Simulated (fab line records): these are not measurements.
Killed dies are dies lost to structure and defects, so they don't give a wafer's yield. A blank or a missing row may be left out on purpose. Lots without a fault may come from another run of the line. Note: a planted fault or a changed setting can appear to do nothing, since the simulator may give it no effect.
The same fault as seen by 2 desks || flow gf180mcu || every desk sees just its own numbers, and what lay behind them comes last

TOOL OWNER'S DESK, implanter-02
The tool's own readings at GF_MVPSD_IMPLANT_08, given as means over the sampled wafers that have a number, one for each lot that went through this tool. Any lot whose mean is over 4 standard deviations away from the usual mean is out of limits and marked OUT; that distance is given in the brackets.
Columns: A = beam energy keV at GF_MVPSD_IMPLANT_08, usual 169.99
{"lot": "L570", "first seen here": "day 5 08:11", "A": 170.01}
{"lot": "L578", "first seen here": "day 7 05:05", "A": "176.94 (+99 or more) OUT"}
{"lot": "L579", "first seen here": "day 7 11:32", "A": "176.93 (+99 or more) OUT"}
This desk's finding: out of limits on L578, L579; first on L578, day 7 05:05 (beam energy keV at GF_MVPSD_IMPLANT_08). L570: within limits.

THE METROLOGY DESK
What the gauges read, lot by lot, whatever tool the lot ran on: means of the sampled wafers that have a number. Any lot whose mean is over 4 standard deviations away from the usual mean is out of limits and marked OUT; that distance is given in the brackets.
Columns: A = MVSD_TW at GF_MVSD_TW_MEAS_11, usual 1578; B = MVPSD_OVL at GF_MVPSD_OVL_MEAS_07, usual 0.0 nm
{"lot": "L570", "first seen here": "day 4 18:55", "A": 1586, "B": -1.2}
{"lot": "L578", "first seen here": "day 6 13:16", "A": 1587, "B": -1.3}
{"lot": "L579", "first seen here": "day 6 20:03", "A": 1590, "B": -0.2}
{"lot": "L581", "first seen here": "day 7 06:58", "A": 1551, "B": 0.4}
{"lot": "L583", "first seen here": "day 7 19:13", "A": 1556, "B": 0.2}
{"lot": "L586", "first seen here": "day 8 12:22", "A": 1591, "B": 0.2}
Finding of this desk: none of the 6 lots has anything out of limits.

BROUGHT TOGETHER
On L578, L579, at day 7 05:05, an alarm was possible from the tool owner's desk.
At the metrology desk, nothing out of limits was observed.
The metrology desk has L578, L579 on record, within its limits.
All the named lots went through GF_MVPSD_IMPLANT_08 on implanter-02.

WHAT THE SIMULATOR PUT IN
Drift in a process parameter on implanter-02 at GF_MVPSD_IMPLANT_08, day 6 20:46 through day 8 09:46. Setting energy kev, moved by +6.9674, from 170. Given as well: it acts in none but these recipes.
Lots struck among those shown: L578, L579.
Each desk's first reading out of limits, in hours after the fault started: the tool owner's desk, 8.
